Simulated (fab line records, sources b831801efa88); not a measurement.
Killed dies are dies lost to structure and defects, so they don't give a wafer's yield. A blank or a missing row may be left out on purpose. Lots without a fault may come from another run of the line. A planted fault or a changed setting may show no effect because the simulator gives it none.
Problem report in the 8D (eight disciplines) form, filled by code | flow sky130 | the parts of the form that need people (team, actions taken, sign-off) are left out

1. THE PROBLEM
plate_temp_C at SKY_METAL3_SOFTBAKE_09 reads a mean of 101.81 C on 6 wafers of 2 lots; wafers without a fault read 99.98 C with a standard deviation of 0.12. That is +15 standard deviations from the usual mean.
The step: time 90 s.
First seen on wafer L143.2, day 40 15:00, on litho_track-04. The record holds 33 wafers of 11 lots with a number at this step. Rule for "out", or "out of limits": more than 4 standard deviations from the usual mean. The other wafers with a number count as sound.

2. WHAT IT IS AND WHAT IT IS NOT
question                    | is                                 | is not
which readings at this step | plate_temp_C, heater_power_total_W | -
which lots                  | L143, L146                         | L136, L137, L138, L140, L150, L152, L156, L157, L158
which wafers of those lots  | all that have a number             | -
read on which tools         | litho_track-04                     | litho_track-01, litho_track-03
when                        | from day 40 15:00                  | up to then (12 sound wafers); but 15 sound wafers of L150, L152, L156, L157, L158 came after

3. SUSPECTS, AND WHAT RULES EACH OUT
Counting: a tool at a process step up to the reading stays a suspect if it ran every lot that is out and no sound lot after the first of them.
- rie_metal-04 at SKY_CAPM_METAL_ETCH_13 (etches TiN in Cl2/BCl3, stops on SiO2, target depth 220 nm, time 62.9 s): ruled out as a lasting fault. Sound lots L150, L152, L156 ran on it after its first lot that is out, L143 (day 40 03:32).
- litho_track-04 at SKY_METAL3_SOFTBAKE_09 (time 90 s): ruled out as a lasting fault. Sound lots L157, L158 ran on it after its first lot that is out, L143 (day 40 15:00).
Left after counting: nothing in the record.

4. THE CAUSE (what the simulator had put in)
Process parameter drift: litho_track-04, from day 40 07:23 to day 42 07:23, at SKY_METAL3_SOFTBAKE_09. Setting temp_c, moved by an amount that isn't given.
Counting ruled it out, wrongly.

5. THE CHAIN OF EFFECTS, in route order
Each row: a reading whose mean over the struck wafers that have a number lies more than 3 standard deviations from the usual. Only readings for which the record gives a usual standard deviation are gone through. hours: the time from each lot's start at the first step in this table that gives one to its start at this step, as a median over the lots. sigmas: the change in usual standard deviations.
hours | step                   | reading              | usual   | on struck wafers | change | sigmas
0     | SKY_METAL3_SOFTBAKE_09 | heater_power_total_W | 57.36 W | 58.80            | +1.44  | +12
0     | SKY_METAL3_SOFTBAKE_09 | plate_temp_C         | 99.98 C | 101.81           | +1.83  | +15
The process steps in it:
- SKY_METAL3_SOFTBAKE_09: time 90 s.

6. WHAT WOULD HAVE CAUGHT IT SOONER
In this record the first reading out of limits was taken at day 40 15:00, 8 hours after the fault began at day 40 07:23.
